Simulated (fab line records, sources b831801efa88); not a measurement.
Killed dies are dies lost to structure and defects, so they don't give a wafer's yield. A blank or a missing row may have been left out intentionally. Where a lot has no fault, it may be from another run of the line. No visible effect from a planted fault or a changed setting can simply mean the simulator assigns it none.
Matching of chambers	flow sky130	cmp-01 running SKY_VIA2_CMP_24: 4 sister chambers
The step polishes, stops on SiO2, t overpolish 20 s, target thk 0 nm. 17 wafers are shown with their chamber, then 8 later ones without.

== WAFERS PAIRED WITH THEIR CHAMBERS ==
wafer	chamber	motor_current_A (A)	time_to_endpoint_s (s)	overpolish_run_s (s)
L535.1	0	11.3	103	20.000
L535.3	2	10.9	105	20.000
L535.5	3	11.2	105	19.994
L536.2	1	9.7	101	19.994
L536.4	0	11.3	102	19.999
L536.6	2	10.7	94	19.998
L539.4	0	11.8	100	19.998
L541.2	1	10.0	95	20.002
L541.3	2	11.0	97	20.002
L540.4	0	10.6	100	20.009
L548.1	2	10.8	103	19.999
L548.3	1	10.4	102	20.005
L548.5	1	9.7	101	20.015
L549.2	1	10.3	98	19.991
L549.4	3	10.7	100	20.022
L549.5	2	10.6	97	19.995
L552.2	3	11.5	100	19.991

SIGNATURES, as means of the wafers listed above
reading	chamber 0	chamber 1	chamber 2	chamber 3	scatter within a chamber
motor_current_A	11.250	10.020	10.800	11.133	0.349
time_to_endpoint_s	101.25	99.40	99.20	101.67	3.3
overpolish_run_s	20.00150	20.00140	19.99880	20.00233	0.00899
Rule: a wafer's distance from a chamber is the root of the sum, over the readings, of the square of ((its reading less the chamber's mean) divided by the reading's scatter). The wafer belongs to the nearest chamber; if the next one is less than 2 further off, it can't be placed. The scatter: take each reading less its chamber's mean, square it, sum over the shown wafers, divide by the number of wafers less the number of chambers, and take the root.

== WAFERS WITHOUT THEIR CHAMBER ==
wafer	motor_current_A (A)	time_to_endpoint_s (s)	overpolish_run_s (s)
L552.3	11.4	101	20.004
L552.6	10.9	96	19.988
L554.1	9.9	97	20.010
L554.3	11.4	97	20.011
L554.4	11.4	102	19.998
L553.1	11.6	99	20.008
L553.4	10.0	95	20.014
L553.5	11.0	95	19.988

== EACH ONE'S CHAMBER ==
wafer	from the rows above	in truth
L552.3	can't be placed: 0 or 3 or 2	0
L552.6	can't be placed: 2 or 0 or 3 or 1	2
L554.1	can't be placed: 1 or 2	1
L554.3	can't be placed: 0 or 3 or 2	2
L554.4	can't be placed: 0 or 3 or 2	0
L553.1	can't be placed: 0 or 3 or 2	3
L553.4	can't be placed: 1 or 2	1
L553.5	can't be placed: 2 or 0 or 3 or 1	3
Placed correctly: 0 of 8. From these rows, 8 cannot be placed; in 8 the true chamber is one of the candidates. Number placed wrongly: 0.
